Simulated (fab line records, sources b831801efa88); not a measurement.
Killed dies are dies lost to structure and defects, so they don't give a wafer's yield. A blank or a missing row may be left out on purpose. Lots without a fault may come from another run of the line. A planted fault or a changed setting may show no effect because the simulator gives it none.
fab line records | flow sky130
record lots=5 wafers=15 last_day=50
route steps=708 shown VIA4@641 METAL5@661 PASSIVATION@681 PAD_OPEN@708
lots that met no fault: from a run of the same line without faults
start_h: hours from the record's first day to the start of the lot's first wafer shown | wait_h: hours since the lot's step before | " the same as in the row above | L1.1+2: a row that stands for several wafers | - no value, or no start given | * or withheld: withheld | < > ~ a bound
route shown NAME@n: a module of which the file shows steps, and the number in the route of the first | usual: mean/standard deviation of fault-free wafers | same: alike in all rows | chamber/n: place in a boat | sites: the reading at each site | _std_site: their standard deviation | _edge_site: outer sites' mean less inner sites' | radius_mm: how far each site lies from the wafer's centre | mask NAME#n: copy n | behind: the tool/chamber that last shaped the wafer | hold: why the lot was held/for how many hours/how that ended | device: the transistor (n, p or np) that didn't switch | end of line: the same wafers' tests at the end of the route | a step without rows: its recipe alone | killed: dies lost to structure and defects at the first sort, not the wafer's yield | map: a wafer's dies, x killed, . not, _ none there
set.NAME: the setting as run; set.NAME@STEP: as run at that earlier step | model.NAME: the simulator's own value behind a step, which no gauge read
lots at some steps of the route; a table a step, a row a wafer
services: from which hour (start_h, from the record's first day; less than 0 if before it) a tool's chamber was out of use, for how many hours, and why
## steps
# step SKY_VIA4_CMP_02
# recipe material=SiO2 down_force_psi=4 platen_rpm=60 pad_velocity_m_s=0.94248
# usual motor_current_A=12.5/1.3 slurry_filter_dp_kPa=13.51/0.15
# columns lot.wafer tool chamber start_h wait_h motor_current_A slurry_filter_dp_kPa
L280.2 cmp-01 0 970.13 0.1 13.9 13.42
L280.3 " 2 " " 12.0 13.54
L280.6 " 0 " " 14.0 13.73
L287.1 cmp-02 0 1021.05 0.1 11.2 13.47
L287.4 " 3 " " 12.4 13.61
L287.5 " 1 " " 10.9 13.68
L295.2 cmp-01 3 1073.96 0.0 12.2 13.45
L295.4 " 1 " " 12.9 13.63
L295.5 " 0 " " 13.8 13.31
L300.1 cmp-02 1 1132.91 0.2 10.4 13.63
L300.6 " 2 " " 15.2 13.56
L300.5 " 3 " " 13.7 13.44
L301.2 cmp-01 1 1135.67 0.0 13.1 13.60
L301.4 " 0 " " 13.8 13.72
L301.6 " 2 " " 11.0 13.45
# step SKY_VIA4_BOW_MEAS_03
# recipe mode=bow
# usual VIA4_BOW=78/9.3
# columns lot.wafer tool chamber start_h wait_h VIA4_BOW[um]
L280.2 film_metro-04 - 970.40 0.2 79
L280.3 " - " " 92
L280.6 " - " " 75
L287.1 film_metro-02 - 1021.35 0.2 71
L287.4 " - " " 67
L287.5 " - " " 69
L295.2 film_metro-03 - 1074.28 0.3 74
L295.4 " - " " 74
L295.5 " - " " 69
L300.1 film_metro-03 - 1133.06 0.1 61
L300.5 " - " " 72
L300.6 " - " " 67
L301.2 film_metro-04 - 1135.99 0.3 72
L301.4 " - " " 74
L301.6 " - " " 74
# step SKY_VIA4_DEHYDRATE_04
# recipe temp_c=200 time_s=60
# step SKY_VIA4_HMDS_05
# recipe prime_time_s=60 prime_temp_c=120
# step SKY_VIA4_COAT_06
# recipe resist=NOVOLAK spin_rpm=3000 resist_thk_nm=1140
# step SKY_VIA4_SOFTBAKE_07
# recipe temp_c=90 time_s=60 resist=NOVOLAK
# step SKY_VIA4_EXPOSE_08
# recipe mask_id=VIM4 na=0.6 source_shape=conventional sigma_outer=0.6 polarization=unpolarized target_cd_nm=800 dose_mj=132
# step SKY_VIA4_PEB_09
# recipe temp_c=withheld time_s=* resist=NOVOLAK
# step SKY_VIA4_DEVELOP_10
# recipe resist=NOVOLAK developer=TMAH develop_time_s=60 dev_temp_c=23
# step SKY_VIA4_OVL_MEAS_11
# usual VIA4_OVL=0.2/1.5
# columns lot.wafer tool chamber start_h wait_h VIA4_OVL[nm]
L280.2 overlay-01 - 994.10 0.1 2.4
L280.3 " - " " -0.2
L280.6 " - " " 1.1
L287.1 overlay-01 - 1043.53 0.1 -4.1
L287.4 " - " " -2.7
L287.5 " - " " -2.7
L295.2 overlay-01 - 1094.77 0.1 2.7
L295.4 " - " " 1.1
L295.5 " - " " 1.4
L300.1 overlay-02 - 1151.08 0.1 -0.1
L300.5 " - " " 2.2
L300.6 " - " " 2.0
L301.2 overlay-02 - 1154.12 0.1 -0.4
L301.4 " - " " -0.3
L301.6 " - " " 0.2
# step SKY_VIA4_ETCH_12
# recipe target=SiO2 chemistry=C4F8/O2/Ar stop_on=TiN mask_material=NOVOLAK source_w=1500 bias_w=1200 pressure_mtorr=40 c4f8_flow_sccm=withheld O2_flow_sccm=6 Ar_flow_sccm=300 time_s=withheld target_depth_a=5800
# step SKY_VIA4_STRIP_13
# recipe chemistry=O2/N2 power_w=1400 pressure_mtorr=1500 platen_temp_c=withheld o2_flow_sccm=3000 n2_flow_sccm=300 overash_fraction=0.5
# step SKY_VIA4_STRIP_14
# recipe chemistry=post_etch_residue_remover time_s=1200 temp_c=72.5
# columns lot.wafer tool chamber start_h wait_h
L280.2+3+6 wet_bench-02 1 994.30 0.1
L287.1+4+5 wet_bench-03 3 1043.74 0.1
L295.2+4+5 wet_bench-04 1 1095.00 0.1
L300.1+5+6 wet_bench-02 0 1151.29 0.1
L301.2+4+6 wet_bench-03 1 1154.32 0.1
# step SKY_VIA4_CLEAN_15
# recipe chemistry=IPA time_s=180 temp_c=25
# step SKY_VIA4_CLEAN_16
# recipe chemistry=O3/DIW dry=n2_spin
# step SKY_VIA4_SPUTTER_17
# recipe material=TiN target_thk_nm=20 chamber_pressure_pa=5 power_w=4000 time_s=80
# step SKY_VIA4_CVD_18
# recipe material=W target_thk_nm=505 time_s=152.14 temp_c=400 pressure_torr=40
# step SKY_VIA4_RS_MEAS_19
# recipe thk_meas_gauge=four-point-probe reads=W_of_VIA4_CVD_18+TiN_of_VIA4_SPUTTER_17
# usual VIA4_W_RS=0.2276/0.0029
# columns lot.wafer tool chamber start_h wait_h VIA4_W_RS[ohm/sq]
L280.2 film_metro-03 - 995.02 0.1 0.2276
L280.3 " - " " 0.2294
L280.6 " - " " 0.2324
L287.1 film_metro-04 - 1044.88 0.1 0.2303
L287.4 " - " " 0.2292
L287.5 " - " " 0.2298
L295.2 film_metro-02 - 1095.89 0.2 0.2270
L295.4 " - " " 0.2242
L295.5 " - " " 0.2241
L300.1 film_metro-02 - 1152.00 0.1 0.2279
L300.5 " - " " 0.2272
L300.6 " - " " 0.2305
L301.2 film_metro-04 - 1155.09 0.1 0.2312
L301.4 " - " " 0.2277
L301.6 " - " " 0.2319
# step SKY_VIA4_THK_MEAS_20
# recipe thk_meas_gauge=xrf reads=W_of_VIA4_CVD_18
# usual VIA4_W_THK=509/7.7
# columns lot.wafer tool chamber start_h wait_h VIA4_W_THK[nm]
L280.2 film_metro-03 - 995.13 0.1 505
L280.3 " - " " 503
L280.6 " - " " 498
L287.1 film_metro-04 - 1045.00 0.1 503
L287.4 " - " " 509
L287.5 " - " " 504
L295.2 film_metro-02 - 1096.00 0.1 514
L295.4 " - " " 522
L295.5 " - " " 518
L300.1 film_metro-02 - 1152.12 0.1 510
L300.5 " - " " 513
L300.6 " - " " 500
L301.2 film_metro-04 - 1155.20 0.1 498
L301.4 " - " " 508
L301.6 " - " " 500
# step SKY_VIA4_CMP_21
# recipe stop_on=SiO2 t_overpolish_s=25 down_force_psi=3.5 platen_rpm=60 target_thk_nm=0 pad_velocity_m_s=0.94248
# usual motor_current_A=11.4/1.1 overpolish_run_s=25.000/0.0099 slurry_filter_dp_kPa=13.50/0.13 time_to_endpoint_s=122/4.6
# columns lot.wafer tool chamber start_h wait_h motor_current_A overpolish_run_s slurry_filter_dp_kPa time_to_endpoint_s
L280.2 cmp-02 3 995.28 0.1 11.4 25.011 13.49 121
L280.3 " 0 " " 10.1 24.987 13.54 116
L280.6 " 1 " " 9.7 24.995 13.44 122
L287.4 cmp-01 1 1045.06 0.0 12.2 25.002 13.73 124
L287.1 " 3 " " 11.5 25.006 13.45 126
L287.5 " 1 " " 11.4 25.002 13.49 123
L295.4 cmp-02 3 1096.10 0.1 12.4 24.985 13.43 121
L295.2 " 1 " " 9.6 25.002 13.63 123
L295.5 " 2 " " 13.4 25.000 13.46 118
L300.1 cmp-02 3 1152.28 0.1 11.7 25.002 13.62 123
L300.6 " 1 " " 10.2 24.984 13.86 121
L300.5 " 2 " " 13.9 25.005 13.41 117
L301.2 cmp-02 1 1155.30 0.1 10.3 25.003 13.47 124
L301.4 " 3 " " 11.5 25.001 13.20 118
L301.6 " 0 " " 9.9 24.994 13.69 118
# step SKY_METAL5_SPUTTER_00
# recipe material=Ti target_thk_nm=15 power_w=3000 time_s=10 chamber_pressure_pa=0.4
# step SKY_METAL5_SPUTTER_01
# recipe material=TiN target_thk_nm=20 power_w=6500 time_s=16.7 chamber_pressure_pa=0.4
# step SKY_METAL5_SPUTTER_02
# recipe material=AlCu target_thk_nm=1150 power_w=10600 time_s=61.2 chamber_pressure_pa=0.4
# step SKY_METAL5_SPUTTER_03
# recipe material=Ti target_thk_nm=5 power_w=3000 time_s=3.3 chamber_pressure_pa=0.4
# usual throttle_valve_pct=30.3/1.1
# columns lot.wafer tool chamber start_h wait_h throttle_valve_pct
L280.2 pvd_sputter-01 - 995.58 0.0 31.0
L280.3 " - " " 30.0
L280.6 " - " " 31.2
L287.1 pvd_sputter-02 - 1045.45 0.0 31.2
L287.4 " - " " 29.7
L287.5 " - " " 29.6
L295.2 pvd_sputter-01 - 1096.45 0.0 30.7
L295.4 " - " " 30.8
L295.5 " - " " 30.9
L300.1 pvd_sputter-04 - 1152.58 0.0 29.1
L300.5 " - " " 29.9
L300.6 " - " " 29.2
L301.2 pvd_sputter-01 - 1155.64 0.0 31.2
L301.4 " - " " 30.9
L301.6 " - " " 29.7
# step SKY_METAL5_SPUTTER_04
# recipe material=TiN target_thk_nm=70 power_w=6500 time_s=58.3 chamber_pressure_pa=0.4
# usual throttle_valve_pct=30.3/1.1
# columns lot.wafer tool chamber start_h wait_h throttle_valve_pct
L280.2 pvd_sputter-01 - 995.60 0.0 31.2
L280.3 " - " " 30.4
L280.6 " - " " 30.9
L287.1 pvd_sputter-02 - 1045.47 0.0 31.3
L287.4 " - " " 30.0
L287.5 " - " " 29.6
L295.2 pvd_sputter-01 - 1096.47 0.0 30.7
L295.4 " - " " 31.2
L295.5 " - " " 30.8
L300.1 pvd_sputter-04 - 1152.60 0.0 29.3
L300.5 " - " " 29.9
L300.6 " - " " 29.7
L301.2 pvd_sputter-01 - 1155.66 0.0 31.2
L301.4 " - " " 30.7
L301.6 " - " " 29.8
# step SKY_METAL5_RS_MEAS_05
# recipe thk_meas_gauge=four-point-probe reads=TiN_of_METAL5_SPUTTER_04+Ti_of_METAL5_SPUTTER_03+AlCu_of_METAL5_SPUTTER_02+TiN_of_METAL5_SPUTTER_01+Ti_of_METAL5_SPUTTER_00
# usual METAL5_ALCU_RS=0.02707/0.00029
# columns lot.wafer tool chamber start_h wait_h METAL5_ALCU_RS[ohm/sq]
L280.2 film_metro-03 - 995.67 0.0 0.02702
L280.3 " - " " 0.02745
L280.6 " - " " 0.02716
L287.1 film_metro-04 - 1045.52 0.0 0.02691
L287.4 " - " " 0.02684
L287.5 " - " " 0.027
L295.2 film_metro-04 - 1096.54 0.0 0.02729
L295.4 " - " " 0.02732
L295.5 " - " " 0.02727
L300.1 film_metro-01 - 1152.64 0.0 0.02667
L300.5 " - " " 0.02662
L300.6 " - " " 0.02663
L301.2 film_metro-01 - 1155.73 0.0 0.02774
L301.4 " - " " 0.02739
L301.6 " - " " 0.02743
# step SKY_METAL5_THK_MEAS_06
# recipe thk_meas_gauge=xrf reads=AlCu_of_METAL5_SPUTTER_02
# usual METAL5_ALCU_THK=1120/13
# columns lot.wafer tool chamber start_h wait_h METAL5_ALCU_THK[nm]
L280.2 film_metro-03 - 995.78 0.1 1117
L280.3 " - " " 1099
L280.6 " - " " 1113
L287.1 film_metro-04 - 1045.64 0.1 1107
L287.4 " - " " 1125
L287.5 " - " " 1114
L295.2 film_metro-04 - 1096.65 0.1 1110
L295.4 " - " " 1110
L295.5 " - " " 1117
L300.1 film_metro-01 - 1152.76 0.1 1144
L300.5 " - " " 1146
L300.6 " - " " 1136
L301.2 film_metro-01 - 1155.84 0.1 1095
L301.4 " - " " 1107
L301.6 " - " " 1102
# step SKY_METAL5_DEHYDRATE_07
# recipe temp_c=200 time_s=60
# step SKY_METAL5_HMDS_08
# recipe prime_time_s=60 prime_temp_c=120
# step SKY_METAL5_COAT_09
# recipe resist=NOVOLAK spin_rpm=3000 resist_thk_nm=1800
# step SKY_METAL5_SOFTBAKE_10
# recipe temp_c=90 time_s=60 resist=NOVOLAK
# step SKY_METAL5_EXPOSE_11
# recipe mask_id=MM5 na=0.6 source_shape=conventional sigma_outer=0.6 polarization=unpolarized target_cd_nm=1600 dose_mj=190
# step SKY_METAL5_PEB_12
# recipe temp_c=withheld time_s=* resist=NOVOLAK
# step SKY_METAL5_DEVELOP_13
# recipe resist=NOVOLAK developer=TMAH develop_time_s=60 dev_temp_c=23
# step SKY_METAL5_DESCUM_14
# recipe chemistry=O2 source_power_w=150 bias_power_w=0 pressure_mtorr=10 temp_c=40 time_s=11
# step SKY_METAL5_METAL_ETCH_15
# recipe target_depth_a=12600 stop_on=SiO2 over_etch_frac=0.2 time_s=252 chemistry=Cl2/BCl3 resist_sidewall_deg=86 pressure_mtorr=10 icp_w=900 bias_w=48.5 Cl2_flow_sccm=60 bcl3_flow_sccm=30
# step SKY_METAL5_STRIP_16
# recipe chemistry=O2/N2 power_w=1400 pressure_mtorr=1500 platen_temp_c=withheld o2_flow_sccm=3000 n2_flow_sccm=300 overash_fraction=0.5
# usual chamber_pressure_mTorr=1500.3/1.5 drypump_motor_current_A=5.6/0.46 oes_product_au=0.710/0.0043 strip_time_to_endpoint_s=13.07/0.13
# same overash_fraction=0.5
# columns lot.wafer tool chamber start_h wait_h chamber_pressure_mTorr drypump_motor_current_A oes_product_au rf_hours_counter_h strip_time_to_endpoint_s
L280.2 plasma_asher-02 1 1019.31 0.2 1502.4 5.7 0.713 124 13.12
L280.3 " 0 " " 1499.3 6.4 0.704 - 12.90
L280.6 " 1 " " 1503.0 5.7 0.717 - 12.90
L287.1 plasma_asher-03 1 1066.73 0.2 1500.5 5.8 0.708 66 13.26
L287.4 " 0 " " 1499.7 5.1 0.711 - 13.22
L287.5 " 0 " " 1500.4 5.0 0.716 - 13.00
L295.2 plasma_asher-03 1 1116.43 0.2 1502.5 5.7 0.706 72 13.24
L295.4 " 0 " " 1501.1 5.1 0.708 - 12.97
L295.5 " 1 " " 1499.3 5.7 0.708 - 13.14
L300.1 plasma_asher-01 1 1170.28 0.2 1501.2 5.8 0.703 94 12.96
L300.5 " 1 " " 1500.6 5.7 0.708 - 13.12
L300.6 " 0 " " 1500.2 5.0 0.706 - 12.97
L301.2 plasma_asher-01 1 1172.13 0.2 1503.0 5.8 0.718 94 13.02
L301.4 " 0 " " 1500.5 5.0 0.716 - 13.06
L301.6 " 0 " " 1502.2 5.0 0.708 - 13.07
# step SKY_METAL5_STRIP_17
# recipe chemistry=post_etch_residue_remover time_s=1200 temp_c=72.5
# step SKY_METAL5_CLEAN_18
# recipe chemistry=IPA time_s=180 temp_c=25
# step SKY_METAL5_CLEAN_19
# recipe chemistry=O3/DIW dry=n2_spin
# step SKY_PASSIVATION_CVD_00
# recipe material=SiO2 target_thk_nm=90 temp_c=400 time_s=withheld rf_w=600
# step SKY_PASSIVATION_THK_MEAS_01
# recipe reads=SiO2_of_PASSIVATION_CVD_00
# usual PASSIVATION_CVD_00_THK=90.0/1.2
# columns lot.wafer tool chamber start_h wait_h PASSIVATION_CVD_00_THK[nm]
L280.2 film_metro-02 - 1019.93 - 90.5
L280.3 " - " " 89.3
L280.6 " - " " 91.1
L287.1 film_metro-01 - 1067.35 - 89.6
L287.4 " - " " 90.7
L287.5 " - " " 90.5
L295.2 film_metro-02 - 1117.07 - 88.2
L295.4 " - " " 92.0
L295.5 " - " " 92.3
L300.1 film_metro-02 - 1170.90 - 89.0
L300.5 " - " " 89.6
L300.6 " - " " 90.1
L301.2 film_metro-01 - 1172.80 - 89.6
L301.4 " - " " 90.6
L301.6 " - " " 91.3
# step SKY_PAD_OPEN_PROBE_99
# usual defect_limited_yield=82.6/1.9 killed_at_M0_to_M3=43/7.3 killed_at_M4_up=3.0/2 killed_at_contacts=24/5.2 killed_at_front_end=15/4.4 killed_at_other=0.2/0.48 killed_dies=86/9.1 killed_open=47/7.3 killed_short=38/6.4 sort_bin_3_pad_short=0.8/0.38 sort_bin_5_function=10.5/1.4 sort_bin_6_memory=6.1/1.1 sort_n_pass=406/9.1 sort_yield_pct=82.6/1.9
# same gross_dies=492 killed_at_back_side=0 sort_bin_4_leakage[%]=0 sort_bin_8_speed[%]=0
# columns lot.wafer tool chamber start_h wait_h defect_limited_yield[%] killed_at_M0_to_M3 killed_at_M4_up killed_at_contacts killed_at_front_end killed_at_other killed_dies killed_open killed_short sort_bin_3_pad_short[%] sort_bin_5_function[%] sort_bin_6_memory[%] sort_n_pass sort_yield_pct[%] model.etest.tester.sort_n_pass model.etest.tester.sort_yield_pct model.etest.tester.sort_bin_5_pct model.etest.tester.sort_bin_3_pct
L280.2 prober-02 - 1066.16 0.1 84.3 41 1 22 13 0 77 39 38 1.6 9.6 4.5 415 84.3 415 84.35 9.553 1.626
L280.3 prober-02 - 1066.21 0.2 81.7 51 1 22 16 0 90 46 42 0.4 11.2 6.7 402 81.7 402 81.71 11.18 0.4065
L280.6 prober-02 - 1066.36 0.2 82.3 40 2 30 15 0 87 57 30 1.0 10.2 6.5 405 82.3 405 82.32 10.16 1.016
L287.1 prober-01 - 1110.77 0.1 80.7 55 5 19 16 0 95 58 37 0.6 11.2 7.5 397 80.7 397 80.69 11.18 0.6098
L287.4 prober-01 - 1110.92 0.2 82.3 41 5 25 16 0 87 54 33 0.6 10.4 6.7 405 82.3 405 82.32 10.37 0.6098
L287.5 prober-01 - 1110.97 0.2 80.5 57 0 25 14 0 96 61 35 1.2 13.0 5.3 396 80.5 396 80.49 13.01 1.22
L295.2 prober-01 - 1157.29 0.1 84.3 34 5 19 19 0 77 41 36 0.6 10.8 4.3 415 84.3 415 84.35 10.77 0.6098
L295.4 prober-01 - 1157.39 0.2 83.1 42 2 30 9 0 83 41 42 0.4 11.2 5.3 409 83.1 409 83.13 11.18 0.4065
L295.5 prober-01 - 1157.44 0.2 84.1 27 1 32 17 1 78 43 35 0.8 8.9 6.1 414 84.1 414 84.15 8.943 0.813
L300.1 prober-01 - 1205.31 0.1 80.1 48 14 20 16 0 98 49 49 0.8 13.2 5.9 394 80.1 394 80.08 13.21 0.813
L300.5 prober-01 - 1205.51 0.2 85.2 40 1 21 11 0 73 40 32 1.0 8.5 5.3 419 85.2 419 85.16 8.537 1.016
L300.6 prober-01 - 1205.56 0.2 82.9 41 3 20 20 0 84 51 33 0.8 9.8 6.5 408 82.9 408 82.93 9.756 0.813
L301.2 prober-01 - 1207.73 0.1 74.4 51 45 19 10 1 126 43 38 1.8 17.9 5.9 366 74.4 366 74.39 17.89 1.829
L301.4 prober-01 - 1207.83 0.2 78.9 31 44 13 16 0 104 27 36 3.0 12.6 5.5 388 78.9 388 78.86 12.6 3.049
L301.6 prober-01 - 1207.93 0.2 72.8 45 56 20 13 0 134 47 38 3.5 18.1 5.7 358 72.8 358 72.76 18.09 3.455
# killed by level:class
L280.2 VIA1:geometric_particle:open=13 LI_CONTACT:geometric_particle:open=8 METAL1:geometric_particle:short=8 FIELD_ISO:geometric_particle:short=6 VIA1:geometric_particle:short=6 CONTACT:geometric_particle:short=5 CONTACT:geometric_particle:open=5 POLY_GATE:geometric_particle:short=4
L280.3 VIA2:geometric_particle:open=11 VIA3:geometric_particle:open=9 CONTACT:geometric_particle:open=8 LI_CONTACT:geometric_particle:short=6 VIA1:geometric_particle:open=6 METAL1:geometric_particle:short=5 METAL2:geometric_particle:short=5 VIA3:geometric_particle:short=5
L280.6 VIA1:geometric_particle:open=13 LI_CONTACT:geometric_particle:open=9 VIA2:geometric_particle:open=9 CONTACT:geometric_particle:open=8 VIA3:geometric_particle:open=6 LOCAL_INTERCONNECT:geometric_particle:short=5 POLY_GATE:geometric_particle:open=4 CONTACT:geometric_particle:short=4
L287.1 VIA1:geometric_particle:open=18 CONTACT:geometric_particle:open=8 VIA1:geometric_particle:short=7 VIA3:geometric_particle:open=6 FIELD_ISO:geometric_particle:open=5 VIA2:geometric_particle:short=5 VIA2:geometric_particle:open=5 POLY_GATE:geometric_particle:open=4
L287.4 VIA2:geometric_particle:open=10 VIA3:geometric_particle:open=9 LI_CONTACT:geometric_particle:open=8 CONTACT:geometric_particle:open=8 VIA1:geometric_particle:open=7 POLY_GATE:geometric_particle:open=5 POLY_GATE:geometric_particle:short=4 CONTACT:geometric_particle:short=4
L287.5 VIA1:geometric_particle:open=18 VIA2:geometric_particle:open=11 LI_CONTACT:geometric_particle:open=7 VIA3:geometric_particle:open=7 CONTACT:geometric_particle:short=6 CONTACT:geometric_particle:open=6 METAL2:geometric_particle:short=5 VIA1:geometric_particle:short=5
L295.2 VIA1:geometric_particle:open=14 FIELD_ISO:geometric_particle:short=7 CONTACT:geometric_particle:short=6 CONTACT:geometric_particle:open=5 POLY_GATE:geometric_particle:short=5 LI_CONTACT:geometric_particle:open=5 FIELD_ISO:geometric_particle:open=4 VIA3:geometric_particle:short=4
L295.4 CONTACT:geometric_particle:open=9 LOCAL_INTERCONNECT:geometric_particle:short=9 VIA1:geometric_particle:open=8 METAL1:geometric_particle:short=7 VIA2:geometric_particle:open=6 VIA3:geometric_particle:open=6 VIA1:geometric_particle:short=5 VIA3:geometric_particle:short=5
L295.5 CONTACT:geometric_particle:open=10 VIA1:geometric_particle:open=8 CONTACT:geometric_particle:short=7 LI_CONTACT:geometric_particle:open=6 LOCAL_INTERCONNECT:geometric_particle:short=6 POLY_GATE:geometric_particle:open=5 VIA2:geometric_particle:open=5 FIELD_ISO:geometric_particle:open=4
L300.1 VIA1:geometric_particle:open=8 METAL2:geometric_particle:short=8 VIA2:geometric_particle:open=8 LI_CONTACT:geometric_particle:open=7 METAL4:geometric_particle:short=7 POLY_GATE:geometric_particle:open=6 CONTACT:geometric_particle:short=6 VIA3:geometric_particle:open=5
L300.5 VIA1:geometric_particle:open=12 LI_CONTACT:geometric_particle:open=10 METAL2:geometric_particle:short=6 CONTACT:geometric_particle:open=5 METAL1:geometric_particle:short=5 VIA2:geometric_particle:open=5 VIA2:geometric_particle:short=4 VIA3:geometric_particle:open=4
L300.6 VIA3:geometric_particle:open=9 VIA1:geometric_particle:open=9 FIELD_ISO:geometric_particle:open=8 CONTACT:geometric_particle:open=7 CONTACT:geometric_particle:short=6 METAL1:geometric_particle:short=6 VIA2:geometric_particle:open=6 POLY_GATE:geometric_particle:short=5
L301.2 VIA4:unspecified=45 VIA3:geometric_particle:open=8 VIA1:geometric_particle:open=8 CONTACT:geometric_particle:open=7 METAL2:geometric_particle:short=7 VIA1:geometric_particle:short=6 LI_CONTACT:geometric_particle:open=5 VIA2:geometric_particle:open=4
L301.4 VIA4:unspecified=41 VIA3:geometric_particle:open=5 VIA2:geometric_particle:open=5 FIELD_ISO:geometric_particle:short=4 POLY_GATE:geometric_particle:short=4 LI_CONTACT:geometric_particle:open=4 METAL1:geometric_particle:short=4 VIA1:geometric_particle:open=4
L301.6 VIA4:unspecified=49 CONTACT:geometric_particle:open=8 VIA1:geometric_particle:open=8 VIA3:geometric_particle:open=8 VIA1:geometric_particle:short=7 FIELD_ISO:geometric_particle:short=5 LI_CONTACT:geometric_particle:open=5 VIA2:geometric_particle:open=5
# map L301.6 (x killed, . not)
__________.....x...._________
________...x.........._______
______............x...x._____
_____.x...x.x.....x..x...____
____..xx..xxx....x.x......___
___.........xx..........x..__
__..x....x.........xx.x.x..._
_xx.x..x...xx........x.......
_...........x.x............x.
_...........xx.x..x..........
_x...xx..x...x.xx.xx....xx.x.
_....xx......x...x....x......
_......x.x..x.x.......x.x....
_.............x.....x........
_.....x..xx........xx...x...x
__.....x..xxx.......x.x.x..._
___.....xxxxxxxx...x.x.....__
____.x..xxxxxx.x.x........___
_____..xxxxxxxxxx..x.x..x____
______.x.xxxxxxxx......._____
________xxxxxxxxx....._______
__________.xxx.xx.x._________
# map L287.5 (x killed, . not)
__________....xx.x.._________
________.............._______
______x.x...x..........._____
_____......x....x...x....____
____...............x......___
___x....x.x..x..x...xx..x.x__
__......x..xx...x...x.xxx..._
_....x.....x..x..xx...x..x...
_.....x..x...x......x...xx...
_.x.................x....x...
_..............x.x...x....x..
_x.......x..x.x.xx...........
_...x..x..........x.xxx......
_....x..x................xx..
_x.............x.......x.....
__....x.xx...x.x..x........._
___..x.x..x...x..x.........__
____x..............x..xx..___
_____x.......xxx......x..____
______.........x........_____
________.....x...x.x.x_______
__________x.xx.xx..._________
## services
# columns tool chamber start_h hours kind
plasma_asher-01 - 952.51 1.2 repair
cmp-01 - 962.84 2.2 repair
cmp-02 - 976.44 0.5 repair
cmp-02 - 1007.81 5.9 pm
plasma_asher-02 - 1009.84 1.0 repair
pvd_sputter-02 - 1020.58 1.4 repair
cmp-01 - 1027.87 0.6 repair
plasma_asher-01 - 1032.25 99.9 repair
pvd_sputter-01 - 1032.25 1.9 repair
cmp-02 - 1037.68 2.7 repair
plasma_asher-02 - 1055.25 9.0 pm
cmp-02 - 1059.04 1.5 repair
pvd_sputter-02 - 1059.43 1.3 repair
pvd_sputter-04 - 1066.95 3.3 repair
cmp-02 - 1067.79 4.0 pm
cmp-02 - 1068.87 0.7 repair
plasma_asher-03 - 1074.97 8.5 repair
pvd_sputter-01 - 1112.71 2.2 repair
wet_bench-04 - 1117.19 12.0 repair
plasma_asher-01 - 1132.15 14.6 pm
cmp-01 - 1146.31 1.9 repair
plasma_asher-01 - 1146.75 2.8 pm
pvd_sputter-02 - 1152.95 0.5 repair
plasma_asher-03 - 1161.32 1.9 repair
## key
first_sign step=SKY_PAD_OPEN_PROBE_99 reading=killed_at_M4_up direction=up sigmas=22 usual=3.0 struck=48.3
effect step=SKY_PAD_OPEN_PROBE_99 reading=sort_bin_3_pad_short direction=up sigmas=5.2 usual=0.8 struck=2.8
model_effect step=SKY_PAD_OPEN_PROBE_99 value=etest.tester.sort_n_pass without=408.3 struck=370.7
met_at SKY_VIA4_STRIP_14
struck_wafers L301.2,L301.4,L301.6
also_fits time
fault kind=chamber_particle_source tool=wet_bench-03 chamber=1 onset_h=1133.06 steps=SKY_VIA4_STRIP_14 rate_per_visit_cm2=0.61204 end_h=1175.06
